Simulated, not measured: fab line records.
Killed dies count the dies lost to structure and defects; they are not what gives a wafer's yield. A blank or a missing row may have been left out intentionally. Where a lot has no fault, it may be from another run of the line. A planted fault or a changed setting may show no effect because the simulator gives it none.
fab line records	flow sky130
[record] lots = 11	wafers = 33	last_day = 50
route steps=708 shown GATE_OXIDE@197 POLY_GATE@230 LDD_HVN@269 LDD_HVP@288 SD_P@331 PAD_OPEN@708
lots with no fault: from the same line, run without faults
start_h: hours from the record's opening day to when the first of the lot's shown wafers began	wait_h: hours since the lot's step before	" repeats the value in the row above	L1.1+2: a row that stands for several wafers	- value missing, or start not given	* or withheld: withheld	< > ~ a bound
route shown NAME@n: NAME is a module with steps in the file, n the number in the route of the first one	usual: average and standard deviation across the fault-free wafers	same: alike in all rows	chamber/n: place in a boat	sites: per-site readings	_std_site: standard deviation of those values	_edge_site: the outer-site mean with the inner-site mean subtracted	radius_mm: how far each site lies from the wafer's centre	mask NAME#n: copy n	behind: tool/chamber where the wafer was last shaped	hold: why the lot went on hold/how many hours it stayed there/how the hold came to an end	device: the n, p or np transistor that did not switch	end of line: the same wafers' tests at the end of the route	a step given without rows: its recipe and nothing more	killed: count of dies lost to structure and defects at first sort (not the wafer's yield)	map: a wafer's dies, x killed, . not, _ none there
set.NAME: setting as actually run; set.NAME@STEP: the setting as run at that earlier step	model.NAME: the simulator's own value behind a step, which no gauge read
the route's steps for a sample of lots (tables are steps, rows are wafers)
services: a tool's chamber out of use, with start hour (start_h, from the record's first day; less than 0 if before it), hours out, and reason
[[steps]]
[step SKY_GATE_OXIDE_OVL_MEAS_10]
[usual] GATE_OXIDE_OVL = -0.7/1.3
lot.wafer	tool	chamber	start_h	wait_h	GATE_OXIDE_OVL[nm]
L251.2	overlay-02	-	310.67	0.1	1.1
L251.3	"	-	"	"	0.3
L251.6	"	-	"	"	0.6
L254.2	overlay-02	-	343.30	0.1	-1.9
L254.3	"	-	"	"	-1.7
L254.6	"	-	"	"	0.4
L256.2	overlay-02	-	356.35	0.1	-2.6
L256.5	"	-	"	"	-2.3
L256.6	"	-	"	"	-1.2
L258.1	overlay-02	-	365.21	0.1	-0.2
L258.4	"	-	"	"	-1.5
L258.5	"	-	"	"	-0.5
L261.4	overlay-02	-	401.21	0.1	-1.8
L261.5	"	-	"	"	-1.7
L261.6	"	-	"	"	-3.3
L262.1	overlay-01	-	404.04	0.1	1.1
L262.2	"	-	"	"	1.4
L262.5	"	-	"	"	0.1
L264.2	overlay-01	-	414.49	0.1	-1.3
L264.3	"	-	"	"	-3.9
L264.6	"	-	"	"	-1.1
L263.3	overlay-01	-	416.40	0.1	0.2
L263.5	"	-	"	"	0.8
L263.6	"	-	"	"	1.7
L265.1	overlay-01	-	422.29	0.1	0.9
L265.2	"	-	"	"	1.1
L265.5	"	-	"	"	0.8
L271.1	overlay-01	-	482.74	0.1	0.0
L271.3	"	-	"	"	-1.0
L271.6	"	-	"	"	-1.8
L274.3	overlay-01	-	505.15	0.1	0.0
L274.4	"	-	"	"	0.5
L274.5	"	-	"	"	-1.1
[step SKY_POLY_GATE_ETCH_16]
[recipe] stop_on = poly-Si	chemistry = CH3F/O2	target = Si3N4	source_w = 400	bias_w = 80	pressure_mtorr = 25	ch3f_flow_sccm = 40	O2_flow_sccm = 30	time_s = 147.5	target_depth_a = 750
[usual] bias_w = 80.00/0.23	drypump_motor_current_A = 5.7/0.47	oes_product_au = 0.640/0.0049	rf_fwd_power_W = 398.1/1.4	throttle_valve_pct = 10.535/0.0086
lot.wafer	tool	chamber	start_h	wait_h	bias_w	drypump_motor_current_A	oes_product_au	rf_fwd_power_W	rf_hours_counter_h	throttle_valve_pct
L251.2	rie_diel-04	3	373.48	0.0	79.91	6.2	0.641	396.3	3	10.546
L251.3	"	2	"	"	80.21	5.2	0.649	395.8	1	10.532
L251.6	"	1	"	"	79.91	5.7	0.635	398.2	-	10.538
L254.2	rie_diel-01	2	407.15	0.0	80.03	5.4	0.632	398.0	15	10.526
L254.3	"	3	"	"	80.17	5.3	0.636	398.1	1	10.529
L254.6	"	3	"	"	79.76	5.3	0.634	398.3	-	10.533
L256.2	rie_diel-02	0	422.25	0.0	80.02	5.2	0.638	400.6	15	10.543
L256.5	"	3	"	"	80.44	5.3	0.638	399.9	-	10.532
L256.6	"	2	"	"	80.42	5.8	0.640	398.3	-	10.534
L258.1	rie_diel-04	2	430.99	0.0	80.17	5.2	0.647	397.7	2	10.539
L258.4	"	1	"	"	80.06	5.7	0.638	398.6	6	10.531
L258.5	"	2	"	"	80.27	5.2	0.647	398.9	-	10.534
L261.4	rie_diel-01	2	467.40	0.0	79.82	5.4	0.646	399.8	16	10.552
L261.5	"	1	"	"	79.62	6.3	0.636	397.2	-	10.522
L261.6	"	0	"	"	79.68	5.7	0.649	398.7	-	10.531
L262.1	rie_diel-01	3	472.83	0.0	79.95	5.3	0.641	398.3	3	10.531
L262.2	"	1	"	"	79.95	6.3	0.631	399.2	7	10.534
L262.5	"	2	"	"	80.25	5.4	0.644	396.9	-	10.526
L264.2	rie_diel-04	3	481.68	0.0	79.69	6.2	0.642	395.8	5	10.521
L264.3	"	1	"	"	79.99	5.7	0.647	399.1	8	10.531
L264.6	"	1	"	"	80.01	5.7	0.643	397.7	-	10.527
L263.3	rie_diel-04	2	485.19	0.0	79.78	5.2	0.645	397.3	3	10.534
L263.5	"	2	"	"	80.03	5.2	0.644	397.3	-	10.526
L263.6	"	1	"	"	80.00	5.7	0.645	400.1	-	10.532
L265.1	rie_diel-02	1	494.99	0.0	80.15	6.6	0.635	396.2	75	10.529
L265.2	"	2	"	"	79.82	5.8	0.638	401.0	78	10.540
L265.5	"	3	"	"	79.74	5.3	0.643	399.1	-	10.544
L271.1	rie_diel-01	0	554.04	0.0	80.12	5.7	0.643	398.4	14	10.522
L271.3	"	1	"	"	80.13	6.3	0.647	398.1	8	10.538
L271.6	"	1	"	"	79.87	6.3	0.643	400.2	-	10.547
L274.3	rie_diel-02	3	572.89	0.0	80.36	5.3	0.638	397.6	10	10.536
L274.4	"	1	"	"	80.03	6.6	0.641	397.3	-	10.533
L274.5	"	0	"	"	79.91	5.2	0.639	399.8	-	10.530
[step SKY_LDD_HVN_COAT_02]
[recipe] resist = NOVOLAK	spin_rpm = 3000	resist_thk_nm = 300
lot.wafer	tool	chamber	start_h	wait_h
L251.2+3+6	litho_track-02	0	450.62	0.1
L254.2+3+6	litho_track-02	0	487.47	0.1
L256.2+5+6	litho_track-03	0	505.16	0.1
L258.1+4+5	litho_track-04	0	514.34	0.1
L261.4+5+6	litho_track-04	0	546.81	0.1
L262.1+2+5	litho_track-02	0	551.95	0.1
L264.2+3+6	litho_track-04	0	560.56	0.1
L263.3+5+6	litho_track-04	0	564.24	0.1
L265.1+2+5	litho_track-04	0	575.09	0.1
L271.1+3+6	litho_track-02	0	631.75	0.1
L274.3+4+5	litho_track-03	0	648.49	0.1
[step SKY_LDD_HVN_STRIP_09]
[recipe] chemistry = O2/N2	power_w = 1400	pressure_mtorr = 1500	platen_temp_c = withheld	o2_flow_sccm = 3000	n2_flow_sccm = 300	overash_fraction = 0.5
[usual] drypump_motor_current_A = 5.6/0.47	n2_flow_sccm = 300.0/0.91	oes_product_au = 0.408/0.0045	strip_time_to_endpoint_s = 4.136/0.014
lot.wafer	tool	chamber	start_h	wait_h	drypump_motor_current_A	n2_flow_sccm	oes_product_au	rf_hours_counter_h	strip_time_to_endpoint_s
L251.2	plasma_asher-01	0	466.32	0.1	5.5	299.6	0.413	70	4.148
L251.3	"	1	"	"	5.1	298.9	0.413	-	4.144
L251.6	"	0	"	"	5.5	299.8	0.406	-	4.146
L254.2	plasma_asher-02	0	503.78	0.1	5.9	301.7	0.411	38	4.118
L254.3	"	1	"	"	5.9	299.1	0.406	-	4.123
L254.6	"	1	"	"	5.9	301.2	0.406	-	4.133
L256.2	plasma_asher-04	1	521.09	0.1	6.4	300.8	0.413	83	4.132
L256.5	"	0	"	"	5.2	301.9	0.406	-	4.128
L256.6	"	1	"	"	6.5	299.7	0.408	-	4.120
L258.1	plasma_asher-01	0	529.67	0.1	5.5	300.3	0.410	76	4.134
L258.4	"	0	"	"	5.5	301.3	0.407	-	4.137
L258.5	"	1	"	"	5.1	299.9	0.410	-	4.136
L261.4	plasma_asher-02	0	562.06	0.1	5.9	299.9	0.404	-	4.131
L261.5	"	0	"	"	5.9	299.5	0.405	-	4.125
L261.6	"	1	"	"	5.9	299.4	0.410	-	4.138
L262.1	plasma_asher-02	0	567.48	0.1	5.9	299.6	0.409	45	4.144
L262.2	"	1	"	"	5.9	300.5	0.406	45	4.115
L262.5	"	0	"	"	5.9	300.5	0.413	-	4.145
L264.2	plasma_asher-01	1	575.43	0.1	5.2	301.2	0.417	80	4.149
L264.3	"	0	"	"	5.5	298.1	0.414	-	4.148
L264.6	"	0	"	"	5.5	298.8	0.407	-	4.155
L263.3	plasma_asher-01	1	579.37	0.1	5.2	300.8	0.332	-	2.472
L263.5	"	0	"	"	5.5	301.1	0.338	-	2.462
L263.6	"	1	"	"	5.2	299.8	0.338	-	2.452
L265.1	plasma_asher-01	1	589.77	0.1	5.2	299.7	0.344	82	2.478
L265.2	"	0	"	"	5.5	299.4	0.333	82	2.471
L265.5	"	0	"	"	5.5	300.5	0.335	-	2.468
L271.1	plasma_asher-04	1	646.79	0.1	6.4	299.0	0.406	95	4.138
L271.3	"	1	"	"	6.4	299.8	0.410	-	4.151
L271.6	"	1	"	"	6.4	300.6	0.395	-	4.133
L274.3	plasma_asher-01	1	662.56	0.1	5.2	296.6	0.406	-	4.140
L274.4	"	0	"	"	5.5	299.1	0.411	-	4.136
L274.5	"	0	"	"	5.5	299.7	0.406	-	4.106
[step SKY_LDD_HVP_TW_MEAS_10]
[usual] LDD_HVP_TW = 459.1/2.6
lot.wafer	tool	chamber	start_h	wait_h	LDD_HVP_TW
L251.2	film_metro-01	-	497.39	0.1	456.2
L251.3	"	-	"	"	460.4
L251.6	"	-	"	"	458.2
L254.2	film_metro-04	-	533.90	0.1	457.7
L254.3	"	-	"	"	458.3
L254.6	"	-	"	"	458.4
L256.2	film_metro-04	-	551.99	0.1	459.4
L256.5	"	-	"	"	465.3
L256.6	"	-	"	"	465.0
L258.1	film_metro-03	-	560.18	0.1	453.0
L258.4	"	-	"	"	458.3
L258.5	"	-	"	"	453.8
L261.4	film_metro-04	-	590.86	0.1	461.7
L261.5	"	-	"	"	459.9
L261.6	"	-	"	"	460.7
L262.1	film_metro-01	-	595.73	0.1	456.2
L262.2	"	-	"	"	455.3
L262.5	"	-	"	"	458.3
L264.2	film_metro-04	-	604.94	0.1	460.7
L264.3	"	-	"	"	461.2
L264.6	"	-	"	"	459.5
L263.3	film_metro-01	-	608.26	0.1	470.9
L263.5	"	-	"	"	466.5
L263.6	"	-	"	"	468.2
L265.1	film_metro-04	-	619.84	0.1	472.2
L265.2	"	-	"	"	471.3
L265.5	"	-	"	"	469.6
L271.1	film_metro-04	-	674.85	0.1	456.9
L271.3	"	-	"	"	457.9
L271.6	"	-	"	"	458.2
L274.3	film_metro-01	-	691.01	0.1	456.7
L274.4	"	-	"	"	457.4
L274.5	"	-	"	"	456.2
[step SKY_SD_P_TW_MEAS_11]
[usual] SD_P_TW = 2841/19
lot.wafer	tool	chamber	start_h	wait_h	SD_P_TW
L251.2	film_metro-02	-	590.90	0.1	2844
L251.3	"	-	"	"	2839
L251.6	"	-	"	"	2841
L254.2	film_metro-02	-	624.22	0.1	2815
L254.3	"	-	"	"	2849
L254.6	"	-	"	"	2832
L256.2	film_metro-04	-	643.81	0.1	2853
L256.5	"	-	"	"	2849
L256.6	"	-	"	"	2838
L258.1	film_metro-04	-	654.24	0.1	2835
L258.4	"	-	"	"	2853
L258.5	"	-	"	"	2854
L261.4	film_metro-04	-	680.73	0.1	2850
L261.5	"	-	"	"	2861
L261.6	"	-	"	"	2850
L262.1	film_metro-04	-	685.15	0.1	2838
L262.2	"	-	"	"	2866
L262.5	"	-	"	"	2852
L264.2	film_metro-04	-	694.60	0.1	2850
L264.3	"	-	"	"	2868
L264.6	"	-	"	"	2842
L263.3	film_metro-04	-	695.91	0.1	2846
L263.5	"	-	"	"	2872
L263.6	"	-	"	"	2864
L265.1	film_metro-04	-	707.14	0.1	2850
L265.2	"	-	"	"	2853
L265.5	"	-	"	"	2835
L271.1	film_metro-04	-	760.03	0.1	2855
L271.3	"	-	"	"	2841
L271.6	"	-	"	"	2852
L274.3	film_metro-03	-	776.54	0.1	2805
L274.4	"	-	"	"	2807
L274.5	"	-	"	"	2800
[step SKY_PAD_OPEN_PROBE_99]
[usual] killed_at_M0_to_M3 = 43/6.8	killed_at_M4_up = 3.1/1.6	killed_at_contacts = 24/5.4	killed_at_front_end = 16/4.4	killed_at_other = 0.2/0.48	killed_dies = 87/8.8	killed_open = 48/6.4	killed_short = 39/6.2
[same] gross_dies = 492	killed_at_back_side = 0
lot.wafer	tool	chamber	start_h	wait_h	killed_at_M0_to_M3	killed_at_M4_up	killed_at_contacts	killed_at_front_end	killed_at_other	killed_dies	killed_open	killed_short
L265.1	prober-01	-	1157.82	0.1	42	3	30	16	0	91	55	36
L265.2	prober-01	-	1157.87	0.1	42	7	25	16	0	90	44	46
L265.5	prober-01	-	1158.02	0.2	53	2	28	12	0	95	52	43
// killed by level:class
L265.1 VIA1:geometric_particle:open=13 CONTACT:geometric_particle:open=11 CONTACT:geometric_particle:short=8 FIELD_ISO:geometric_particle:open=7 VIA3:geometric_particle:open=7 LOCAL_INTERCONNECT:geometric_particle:short=5 LI_CONTACT:geometric_particle:open=4 VIA2:geometric_particle:open=4
L265.2 VIA3:geometric_particle:open=9 CONTACT:geometric_particle:open=8 FIELD_ISO:geometric_particle:short=7 VIA1:geometric_particle:open=7 LI_CONTACT:geometric_particle:open=5 METAL1:geometric_particle:short=5 VIA2:geometric_particle:open=5 METAL4:geometric_particle:short=5
L265.5 VIA1:geometric_particle:open=15 LI_CONTACT:geometric_particle:open=9 VIA2:geometric_particle:open=8 CONTACT:geometric_particle:open=6 CONTACT:geometric_particle:short=6 VIA3:geometric_particle:short=5 METAL2:geometric_particle:short=5 VIA2:geometric_particle:short=5
[[services]]
tool	chamber	start_h	hours	kind
rie_diel-02	3	362.50	19.1	repair
plasma_asher-01	-	374.71	0.4	repair
plasma_asher-02	-	378.76	2.0	repair
rie_diel-02	0	389.58	13.8	repair
rie_diel-02	1	392.86	4.8	repair
rie_diel-02	2	397.48	2.0	repair
plasma_asher-02	-	457.38	2.8	pm
rie_diel-04	0	470.45	14.0	repair
rie_diel-02	-	483.78	0.1	repair
rie_diel-01	-	490.77	10.3	repair
rie_diel-02	2	498.00	2.7	repair
rie_diel-02	2	507.29	11.3	repair
rie_diel-04	-	541.50	1.1	repair
rie_diel-02	1	561.00	2.2	repair
plasma_asher-04	-	563.14	1.4	repair
rie_diel-02	2	568.67	-	clean
rie_diel-02	2	568.67	20.5	scheduled_down
rie_diel-02	2	568.67	20.5	vent_cycle
rie_diel-01	3	598.76	4.3	repair
rie_diel-04	3	601.94	12.8	repair
plasma_asher-04	-	613.84	0.6	repair
rie_diel-01	-	617.92	2.8	pm
plasma_asher-02	-	618.17	1.3	repair
rie_diel-04	-	619.83	0.3	repair
[[key]]
[first_sign] step = SKY_LDD_HVN_STRIP_09	reading = strip_time_to_endpoint_s	direction = down	sigmas = 99+	usual = *	struck = *
[effect] step = SKY_LDD_HVN_STRIP_09	reading = oes_product_au	direction = down	sigmas = 16	usual = 0.408	struck = 0.337
[effect] step = SKY_LDD_HVP_TW_MEAS_10	reading = LDD_HVP_TW	direction = up	sigmas = 4	usual = 459.1	struck = 469.8
met_at SKY_LDD_HVN_COAT_02
struck_lots L263,L265
tester_left_out L263,L265
not_acting_at SKY_GATE_OXIDE_OVL_MEAS_10,SKY_POLY_GATE_ETCH_16,SKY_SD_P_TW_MEAS_11
onset_between 560.56 564.24
[fault] kind = process_parameter_drift	tool = litho_track-04	chamber = -	onset_h = 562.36	steps = SKY_LDD_HVN_COAT_02	channel = resist_thk_nm	offset = -126.56	shape = step	end_h = 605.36	acts_in = these_recipes_only	stated = 300
// tester_left_out: of these lots the tester's yield and bins aren't shown, on N5 and GAA mostly nor the transistor test; their killed dies are dies lost to structure and defects alone, not to doping, threshold or leakage, so they don't give the yield
